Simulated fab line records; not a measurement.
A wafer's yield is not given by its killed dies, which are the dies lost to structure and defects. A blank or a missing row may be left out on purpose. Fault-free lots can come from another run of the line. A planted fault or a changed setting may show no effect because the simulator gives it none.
Which tool was responsible? || flow sky130 || Sampling: 13 lots, 39 wafers, 3 of 708 route steps

## WHAT EACH GAUGE READ, for each wafer
SKY_SD_P_OVL_MEAS_08.
{"lot": "L900", "measured": "day 25 15:32", "on": "overlay-02", "SD_P_OVL (nm)": "-1.7 0.4 1.6"}
{"lot": "L901", "measured": "day 26 04:59", "on": "overlay-02", "SD_P_OVL (nm)": "0.3 0.9 0.3"}
{"lot": "L903", "measured": "day 27 12:32", "on": "overlay-02", "SD_P_OVL (nm)": "-0.6 1.3 0.2"}
{"lot": "L904", "measured": "day 27 21:25", "on": "overlay-02", "SD_P_OVL (nm)": "0.7 1.8 1.2"}
{"lot": "L907", "measured": "day 29 00:05", "on": "overlay-02", "SD_P_OVL (nm)": "-0.4 -1.1 -1.3"}
{"lot": "L908", "measured": "day 28 22:20", "on": "overlay-01", "SD_P_OVL (nm)": "-1.3 -1.2 -1.2"}
{"lot": "L910", "measured": "day 29 10:52", "on": "overlay-02", "SD_P_OVL (nm)": "-0.2 0.3 -0.4"}
{"lot": "L914", "measured": "day 31 10:59", "on": "overlay-02", "SD_P_OVL (nm)": "-2.2 -0.8 -0.6"}
{"lot": "L905", "measured": "day 33 01:28", "on": "overlay-02", "SD_P_OVL (nm)": "0.8 1.4 1.8"}
{"lot": "L918", "measured": "day 32 17:29", "on": "overlay-02", "SD_P_OVL (nm)": "3.2 1.2 2.3"}
{"lot": "L906", "measured": "day 33 15:13", "on": "overlay-01", "SD_P_OVL (nm)": "0.0 -0.3 0.1"}
{"lot": "L909", "measured": "day 34 01:17", "on": "overlay-01", "SD_P_OVL (nm)": "0.0 -1.7 -1.8"}
{"lot": "L920", "measured": "day 33 11:10", "on": "overlay-02", "SD_P_OVL (nm)": "-1.7 0.4 -0.1"}

SKY_LI_CONTACT_OVL_MEAS_13.
{"lot": "L900", "measured": "day 29 06:29", "on": "overlay-01", "LI_CONTACT_OVL (nm)": "-14 -10 -5"}
{"lot": "L901", "measured": "day 29 19:32", "on": "overlay-02", "LI_CONTACT_OVL (nm)": "1 -6 2"}
{"lot": "L903", "measured": "day 31 01:32", "on": "overlay-02", "LI_CONTACT_OVL (nm)": "13 7 2"}
{"lot": "L904", "measured": "day 31 07:24", "on": "overlay-01", "LI_CONTACT_OVL (nm)": "1 -10 -8"}
{"lot": "L907", "measured": "day 32 10:11", "on": "overlay-02", "LI_CONTACT_OVL (nm)": "1 9 2"}
{"lot": "L908", "measured": "day 32 08:23", "on": "overlay-01", "LI_CONTACT_OVL (nm)": "11 9 12"}
{"lot": "L910", "measured": "day 32 22:47", "on": "overlay-02", "LI_CONTACT_OVL (nm)": "-7 -4 -7"}
{"lot": "L914", "measured": "day 34 21:08", "on": "overlay-02", "LI_CONTACT_OVL (nm)": "-3 0 5"}
{"lot": "L905", "measured": "day 36 10:38", "on": "overlay-01", "LI_CONTACT_OVL (nm)": "7 7 2"}
{"lot": "L918", "measured": "day 36 01:42", "on": "overlay-02", "LI_CONTACT_OVL (nm)": "11 11 10"}
{"lot": "L906", "measured": "day 37 02:26", "on": "overlay-02", "LI_CONTACT_OVL (nm)": "0 -4 0"}
{"lot": "L909", "measured": "day 37 11:54", "on": "overlay-01", "LI_CONTACT_OVL (nm)": "5 5 9"}
{"lot": "L920", "measured": "day 36 20:23", "on": "overlay-01", "LI_CONTACT_OVL (nm)": "-2 -3 -4"}

## TOOL THAT RAN EACH LOT (tool first, then ch and the chambers of the sampled wafers, then the start)
{"lot": "L900", "SKY_GATE_OXIDE_OXIDATION_16": "furnace-02 ch 0, day 14 04:52"}
{"lot": "L901", "SKY_GATE_OXIDE_OXIDATION_16": "furnace-02 ch 0, day 14 16:23"}
{"lot": "L903", "SKY_GATE_OXIDE_OXIDATION_16": "furnace-01 ch 0, day 15 23:01"}
{"lot": "L904", "SKY_GATE_OXIDE_OXIDATION_16": "furnace-01 ch 0, day 16 09:33"}
{"lot": "L907", "SKY_GATE_OXIDE_OXIDATION_16": "furnace-02 ch 0, day 17 07:11"}
{"lot": "L908", "SKY_GATE_OXIDE_OXIDATION_16": "furnace-02 ch 0, day 17 07:11"}
{"lot": "L910", "SKY_GATE_OXIDE_OXIDATION_16": "furnace-02 ch 0, day 17 23:08"}
{"lot": "L914", "SKY_GATE_OXIDE_OXIDATION_16": "furnace-01 ch 0, day 19 17:46"}
{"lot": "L905", "SKY_GATE_OXIDE_OXIDATION_16": "furnace-01 ch 0, day 21 09:33"}
{"lot": "L918", "SKY_GATE_OXIDE_OXIDATION_16": "furnace-01 ch 0, day 21 17:04"}
{"lot": "L906", "SKY_GATE_OXIDE_OXIDATION_16": "furnace-01 ch 0, day 22 02:24"}
{"lot": "L909", "SKY_GATE_OXIDE_OXIDATION_16": "furnace-01 ch 0, day 22 11:29"}
{"lot": "L920", "SKY_GATE_OXIDE_OXIDATION_16": "furnace-01 ch 0, day 22 12:10"}
- SKY_GATE_OXIDE_OXIDATION_16: stabilise 600 s, purge 300 s, target thk 3.57 nm.

## AS READ BY THE TOOLS THEMSELVES (means over the sampled wafers that have a number; for cases with no such wafer, the mark the record gives instead)
SKY_GATE_OXIDE_OXIDATION_16.
{"lot": "L900", "tool": "furnace-02", "spike tc top C (C)": 814.6, "tube_center_temp_C_max": 802.1, "zone power bottom pct (%)": 19.85, "zone power lower pct (%)": 15.4}
{"lot": "L901", "tool": "furnace-02", "spike tc top C (C)": 814.9, "tube_center_temp_C_max": 802.1, "zone power bottom pct (%)": 19.89, "zone power lower pct (%)": 15.4}
{"lot": "L903", "tool": "furnace-01", "spike tc top C (C)": 818.0, "tube_center_temp_C_max": 802.1, "zone power bottom pct (%)": 19.85, "zone power lower pct (%)": 14.6}
{"lot": "L904", "tool": "furnace-01", "spike tc top C (C)": 817.6, "tube_center_temp_C_max": 802.0, "zone power bottom pct (%)": 19.93, "zone power lower pct (%)": 14.7}
{"lot": "L907", "tool": "furnace-02", "spike tc top C (C)": 814.9, "tube_center_temp_C_max": 801.9, "zone power bottom pct (%)": 19.91, "zone power lower pct (%)": 15.4}
{"lot": "L908", "tool": "furnace-02", "spike tc top C (C)": 815.4, "tube_center_temp_C_max": 802.2, "zone power bottom pct (%)": 20.07, "zone power lower pct (%)": 15.4}
{"lot": "L910", "tool": "furnace-02", "spike tc top C (C)": 814.4, "tube_center_temp_C_max": 801.9, "zone power bottom pct (%)": 19.88, "zone power lower pct (%)": 15.3}
{"lot": "L914", "tool": "furnace-01", "spike tc top C (C)": 818.8, "tube_center_temp_C_max": 801.9, "zone power bottom pct (%)": 20.07, "zone power lower pct (%)": 14.7}
{"lot": "L905", "tool": "furnace-01", "spike tc top C (C)": 818.1, "tube_center_temp_C_max": 802.0, "zone power bottom pct (%)": 20.17, "zone power lower pct (%)": 14.6}
{"lot": "L918", "tool": "furnace-01", "spike tc top C (C)": 818.1, "tube_center_temp_C_max": 802.1, "zone power bottom pct (%)": 19.98, "zone power lower pct (%)": 14.7}
{"lot": "L906", "tool": "furnace-01", "spike tc top C (C)": 817.9, "tube_center_temp_C_max": 802.1, "zone power bottom pct (%)": 20.15, "zone power lower pct (%)": 14.7}
{"lot": "L909", "tool": "furnace-01", "spike tc top C (C)": 818.8, "tube_center_temp_C_max": 802.0, "zone power bottom pct (%)": 20.10, "zone power lower pct (%)": 14.7}
{"lot": "L920", "tool": "furnace-01", "spike tc top C (C)": 819.0, "tube_center_temp_C_max": 802.0, "zone power bottom pct (%)": 20.11, "zone power lower pct (%)": 14.6}

## THE ANSWER, worked out from the rows above alone
Rule: the usual values come from the lots themselves. The widest of any qualifying gaps counts: lots, ordered by their means at a reading, are off when they make up no more than a third of the lots, leave a main group of 4 or more, and stand apart from it by 3 or more times the standard deviation of that group's means. Not used: any main group whose means are identical at the precision the tables above print for the reading. Also off: a lot with no number at a reading for which 4 or more lots have one. All remaining lots with rows at the step are treated as sound. Order of review: gauges by route order, followed by the tools' own readings, for which a lot's mean as printed above is used. The first step at which some lot is off is used, and at that step the reading that is off furthest; a lot without a number counts as furthest.
No lot is off at any reading shown: from this, nothing can be told.

## WHAT THE SIMULATOR HAD PUT IN
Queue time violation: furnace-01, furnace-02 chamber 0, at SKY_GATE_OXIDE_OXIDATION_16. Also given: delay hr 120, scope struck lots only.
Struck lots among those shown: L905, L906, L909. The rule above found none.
